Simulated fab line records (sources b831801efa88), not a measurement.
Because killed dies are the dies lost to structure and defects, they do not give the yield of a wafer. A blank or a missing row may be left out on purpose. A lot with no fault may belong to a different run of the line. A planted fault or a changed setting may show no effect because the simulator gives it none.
The same fault as seen by 2 desks | flow gf180mcu | every desk sees just its own numbers, and what lay behind them comes last

THE METROLOGY DESK
Means of the sampled wafers that have a number, per lot and without regard to the tool the lot ran on: this is what the gauges read. If a lot's mean is further than 4 standard deviations from the usual mean, the lot is out of limits and carries the mark OUT (the distance appears in the brackets).
Columns: A = M2_OVL at GF_M2_OVL_MEAS_15, usual 2 nm
lot  | first seen here | A
L922 | day 19 05:26    | 4
L923 | day 19 14:14    | -1
L924 | day 20 02:26    | 2
L925 | day 20 07:29    | 6
L926 | day 20 16:50    | -2
L927 | day 21 02:26    | 2
L928 | day 21 13:59    | 0
L934 | day 23 19:50    | 5
L935 | day 24 00:21    | -3
L936 | day 24 09:37    | 4
L937 | day 24 14:11    | 9
L939 | day 25 07:05    | 1
L942 | day 26 05:20    | 6
L943 | day 26 08:47    | 6
L944 | day 26 18:17    | 4
This desk's finding: nothing out of limits on any of the 15 lots.

FOR THE TOOL OWNER'S DESK: rie-diel-03
The tool's own readings at GF_SAB_ETCH_11 (etches SiO2 in C4F8/O2/Ar, target depth 55 nm, time 8.5 s): means of the sampled wafers that have a number, for each lot that ran on this tool. If a lot's mean is further than 4 standard deviations from the usual mean, the lot is out of limits and carries the mark OUT (the distance appears in the brackets).
Columns: A = oes-product-au at GF_SAB_ETCH_11, usual 0.999 a.u.
lot  | first seen here | A
L922 | day 15 05:04    | 0.993
L925 | day 16 05:04    | 0.993
L935 | day 19 18:58    | 1.362 (+37) OUT
L936 | day 20 05:31    | 1.361 (+37) OUT
L937 | day 20 09:22    | 1.366 (+38) OUT
This desk's finding: out of limits on L935, L936, L937; first on L935, day 19 18:58 (oes-product-au at GF_SAB_ETCH_11). L922, L925 stayed within limits.

PUT TOGETHER
At day 19 18:58, on L935, L936, L937, the tool owner's desk was in a position to raise an alarm.
Metrology desk: nothing out of limits seen.
The metrology desk holds a record of L935, L936, L937, inside its limits.
GF_SAB_ETCH_11 was run on rie-diel-03 by each of the lots named.

WHAT HAD BEEN PUT IN BY THE SIMULATOR
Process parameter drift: rie-diel-03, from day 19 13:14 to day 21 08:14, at GF_SAB_ETCH_11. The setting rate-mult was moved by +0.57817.
Struck lots among those shown: L935, L936, L937.
Delay in hours, fault start to first out-of-limits reading, by desk: the tool owner's desk at 6.
